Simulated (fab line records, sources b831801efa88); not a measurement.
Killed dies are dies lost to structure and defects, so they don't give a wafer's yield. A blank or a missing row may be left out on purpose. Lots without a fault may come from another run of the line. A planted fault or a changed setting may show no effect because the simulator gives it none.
One fault seen from 2 desks | flow sfq_line | each desk has only its own numbers; what lay behind them comes last

THE TOOL OWNER'S DESK: rie_diel-01
The tool's own readings at SFQ_TRILAYER_I6_VIA_BARC_OPEN_VIA_ETCH_235 (etches BARC in O2, target depth 125 nm, time 41.7 s): means of the sampled wafers that have a number, for each lot that ran on this tool. A lot is out of limits, marked OUT, if its mean lies more than 4 standard deviations from the usual mean; the brackets give that distance.
Columns: A = drypump_motor_current_A at SFQ_TRILAYER_I6_VIA_BARC_OPEN_VIA_ETCH_235, usual 5.6 A; B = oes_product_au at SFQ_TRILAYER_I6_VIA_BARC_OPEN_VIA_ETCH_235, usual 0.685 a.u.; C = rf_fwd_power_W at SFQ_TRILAYER_I6_VIA_BARC_OPEN_VIA_ETCH_235, usual 495.0 W
lot  | first seen here | A   | B     | C
L564 | day 67 13:54    | 5.3 | 0.685 | 495.2
L572 | day 74 04:34    | 5.2 | 0.687 | 430.0 (-30) OUT
This desk's finding: out of limits on L572; first on L572, day 74 04:34 (rf_fwd_power_W at SFQ_TRILAYER_I6_VIA_BARC_OPEN_VIA_ETCH_235). In limits: L564.

THE METROLOGY DESK
What the gauges read, lot by lot, whatever tool the lot ran on: means of the sampled wafers that have a number. A lot is out of limits, marked OUT, if its mean lies more than 4 standard deviations from the usual mean; the brackets give that distance.
Columns: A = I6_BOW at SFQ_I6_BOW_MEAS_941, usual 5 um; B = I6_OVL at SFQ_I6_OVL_MEAS_942, usual 3 nm
lot  | first seen here | A  | B
L556 | day 61 01:50    | 2  | 6
L564 | day 67 09:47    | 2  | 3
L570 | day 68 17:08    | 13 | -2
L572 | day 70 05:56    | -3 | 8
L576 | day 74 18:49    | -4 | 10
This desk's finding: nothing out of limits on any of the 5 lots.

PUT TOGETHER
The tool owner's desk could have raised an alarm at day 74 04:34, on L572.
The metrology desk saw nothing out of limits.
The metrology desk has L572 on record, within its limits.
Of the lots named, all ran SFQ_TRILAYER_I6_VIA_BARC_OPEN_VIA_ETCH_235 on rie_diel-01.

WHAT THE SIMULATOR HAD PUT IN
Process parameter drift: rie_diel-01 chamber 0, from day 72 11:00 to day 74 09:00, at SFQ_TRILAYER_I6_VIA_BARC_OPEN_VIA_ETCH_235. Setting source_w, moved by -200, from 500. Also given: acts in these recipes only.
Lots struck among those shown: L572.
Hours from the fault's start to each desk's first reading out of limits: the tool owner's desk, 42.
